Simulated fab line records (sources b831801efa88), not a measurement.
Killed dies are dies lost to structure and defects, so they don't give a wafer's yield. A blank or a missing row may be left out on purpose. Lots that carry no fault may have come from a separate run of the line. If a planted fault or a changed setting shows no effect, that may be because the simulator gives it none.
Which tool is to blame? | flow gf180mcu | 45 wafers from 15 lots sampled at 5 of the route's 602 steps

== WHAT EACH GAUGE READ, for each wafer ==
GF_PSD_CD_MEAS_07 targets a cd of 400 nm.
lot  | measured     | on        | cd nm (nm)
L240 | day 14 06:30 | cd sem-01 | 398.7 398.4 401.5
L241 | day 14 15:03 | cd sem-02 | 398.1 395.0 395.4
L242 | day 14 19:51 | cd sem-02 | 397.0 397.4 397.3
L243 | day 15 10:46 | cd sem-01 | 398.8 398.6 396.3
L244 | day 15 16:06 | cd sem-02 | 401.6 401.3 401.9
L245 | day 16 02:08 | cd sem-02 | 397.3 400.0 399.0
L249 | day 17 07:58 | cd sem-01 | - - -
L250 | day 17 21:38 | cd sem-01 | - - -
L251 | day 18 11:21 | cd sem-02 | - - -
L258 | day 20 15:10 | cd sem-01 | 396.2 396.1 395.9
L259 | day 20 21:19 | cd sem-01 | 397.4 398.6 399.6
L260 | day 21 07:19 | cd sem-01 | 401.1 400.2 401.6
L261 | day 21 18:17 | cd sem-02 | 401.6 400.3 398.7
L262 | day 22 00:05 | cd sem-01 | 398.9 401.5 397.9
L263 | day 22 07:42 | cd sem-01 | 403.4 405.2 404.5

GF_CONTACT_OVL_MEAS_15.
lot  | measured     | on         | CONTACT_OVL (nm)
L240 | day 16 03:55 | overlay-02 | -6 2 9
L241 | day 16 12:46 | overlay-01 | 2 2 0
L242 | day 16 18:22 | overlay-01 | 4 2 5
L243 | day 17 10:02 | overlay-02 | -5 -14 -8
L244 | day 17 15:17 | overlay-02 | -5 -7 -1
L245 | day 18 03:31 | overlay-01 | -1 6 -3
L249 | day 19 09:14 | overlay-01 | 14 7 2
L250 | day 19 23:46 | overlay-02 | -4 8 0
L251 | day 20 14:22 | overlay-01 | 9 9 7
L258 | day 22 15:19 | overlay-01 | 0 -5 8
L259 | day 22 22:08 | overlay-02 | 16 4 5
L260 | day 23 07:53 | overlay-02 | -1 -13 -3
L261 | day 23 20:43 | overlay-02 | 2 7 4
L262 | day 23 23:07 | overlay-01 | -4 -1 0
L263 | day 24 06:40 | overlay-02 | -2 3 -10

GF_V1_RS_MEAS_24: measurement is done with a four-point probe.
lot  | measured     | on            | V1_W_RS (ohm/sq)
L240 | day 18 05:41 | film metro-03 | 0.329 0.324 0.325
L241 | day 18 15:31 | film metro-04 | 0.324 0.325 0.326
L242 | day 18 21:44 | film metro-04 | 0.328 0.331 0.318
L243 | day 19 14:28 | film metro-04 | 0.322 0.321 0.326
L244 | day 19 19:17 | film metro-03 | 0.320 0.317 0.320
L245 | day 20 07:29 | film metro-04 | 0.325 0.329 0.327
L249 | day 21 12:10 | film metro-01 | 0.329 0.325 0.327
L250 | day 22 03:33 | film metro-03 | 0.331 0.331 0.331
L251 | day 22 16:14 | film metro-03 | 0.326 0.326 0.325
L258 | day 24 15:24 | film metro-01 | 0.328 0.330 0.330
L259 | day 24 22:54 | film metro-04 | 0.314 0.326 0.328
L260 | day 25 08:02 | film metro-03 | 0.327 0.329 0.326
L261 | day 25 20:16 | film metro-03 | 0.323 0.323 0.320
L262 | day 25 22:02 | film metro-03 | 0.321 0.327 0.323
L263 | day 26 04:53 | film metro-01 | 0.324 0.316 0.316

== WHICH TOOL RAN EACH LOT (tool, then ch and the chambers of the sampled wafers, then the start) ==
lot  | GF_PSD_COAT_02                    | GF_V1_ETCH_17
L240 | litho track-04 ch 0, day 13 20:21 | rie diel-01 ch 1,2,3, day 18 05:41 or earlier
L241 | litho track-04 ch 0, day 14 04:47 | rie diel-04 ch 1,2,3, day 18 15:31 or earlier
L242 | litho track-01 ch 0, day 14 08:42 | rie diel-02 ch 0,1,2, day 18 21:44 or earlier
L243 | litho track-03 ch 0, day 14 23:58 | rie diel-01 ch 0,1,2, day 19 14:28 or earlier
L244 | litho track-03 ch 0, day 15 05:09 | rie diel-04 ch 0,2, day 19 19:17 or earlier
L245 | litho track-01 ch 0, day 15 15:26 | rie diel-01 ch 0,1,3, day 20 07:29 or earlier
L249 | litho track-01, day 16 20:13      | rie diel-04 ch 0,1, day 21 12:10 or earlier
L250 | litho track-04, day 17 09:56      | rie diel-04 ch 0,2, day 22 03:33 or earlier
L251 | litho track-04, day 17 23:44      | rie diel-04 ch 0,1,2, day 22 16:14 or earlier
L258 | litho track-04 ch 0, day 20 02:22 | rie diel-02 ch 0,1, day 24 15:24 or earlier
L259 | litho track-03 ch 0, day 20 08:37 | rie diel-02 ch 1,3, day 24 22:54 or earlier
L260 | litho track-01 ch 0, day 20 19:31 | rie diel-02 ch 0,3, day 25 08:02 or earlier
L261 | litho track-04 ch 0, day 21 06:02 | rie diel-01 ch 1,2,3, day 25 20:16 or earlier
L262 | litho track-03 ch 0, day 21 11:36 | rie diel-01 ch 0,1,3, day 25 22:02 or earlier
L263 | litho track-04 ch 0, day 21 19:47 | rie diel-01 ch 1,2,3, day 26 04:53 or earlier
- GF_PSD_COAT_02: resist thk 1000 nm.
- GF_V1_ETCH_17: etches SiO2 in C4F8/O2/Ar, stops on TiN, target depth 630 nm.

== AS READ BY THE TOOLS THEMSELVES (means over the sampled wafers that have a number; for cases with no such wafer, the mark the record gives instead) ==
GF_PSD_COAT_02.
lot  | tool           | chill plate temp C (C) | dispense pressure kPa (kPa)
L240 | litho track-04 | 23.05                  | 45.6
L241 | litho track-04 | 22.94                  | 45.6
L242 | litho track-01 | 22.98                  | 50.7
L243 | litho track-03 | 22.96                  | 47.1
L244 | litho track-03 | 23.04                  | 47.2
L245 | litho track-01 | 23.09                  | 50.7
L249 | litho track-01 | -                      | -
L250 | litho track-04 | -                      | -
L251 | litho track-04 | -                      | -
L258 | litho track-04 | 22.95                  | 45.6
L259 | litho track-03 | 23.03                  | 47.1
L260 | litho track-01 | 23.09                  | 50.6
L261 | litho track-04 | 23.02                  | 45.6
L262 | litho track-03 | 23.08                  | 47.2
L263 | litho track-04 | 23.01                  | 45.6

GF_V1_ETCH_17.
lot  | tool        | oes product au (a.u.)
L240 | rie diel-01 | 0.855
L241 | rie diel-04 | 0.855
L242 | rie diel-02 | 0.851
L243 | rie diel-01 | 0.856
L244 | rie diel-04 | 0.858
L245 | rie diel-01 | 0.855
L249 | rie diel-04 | 0.853
L250 | rie diel-04 | 0.857
L251 | rie diel-04 | 0.856
L258 | rie diel-02 | 0.854
L259 | rie diel-02 | 0.853
L260 | rie diel-02 | 0.860
L261 | rie diel-01 | 0.861
L262 | rie diel-01 | 0.859
L263 | rie diel-01 | 0.855

== THE ANSWER, worked out from the rows above alone ==
Rule: the lots themselves supply what counts as usual. Put in order of their means at a reading, lots are off if they are a third of the lots or fewer, leave a main group of 4 or more, and stand apart from it by a gap of 3 or more times the standard deviation of the main group's means; of several such gaps the widest counts. If all means in a main group match to the digits the tables above print for the reading, that group is not used. A lot without any number at a reading at which 4 lots or more have one is off too. The other lots that the step has rows for count as sound. First the gauges in route order, then the tools' own readings, where a lot's mean is used as printed above. The first step at which some lot is off is used, and at that step the reading that is off furthest; a lot without a number counts as furthest.
Off: L249, L250, L251, at GF_PSD_CD_MEAS_07 (cd nm). Without a number there: L249, L250, L251. For the main group the mean is 399.2 nm and the standard deviation 2.3.
A tool fits if, at a process step before that reading, it ran every lot that is off, and no sound lot after the first of them. The gauges at GF_PSD_CD_MEAS_07 aren't tried: what is off there is off at GF_PSD_COAT_02 too, on other tools, and a gauge's error can't cause that. Not one of the candidates tried fits.

== WHAT HAD BEEN PUT IN BY THE SIMULATOR ==
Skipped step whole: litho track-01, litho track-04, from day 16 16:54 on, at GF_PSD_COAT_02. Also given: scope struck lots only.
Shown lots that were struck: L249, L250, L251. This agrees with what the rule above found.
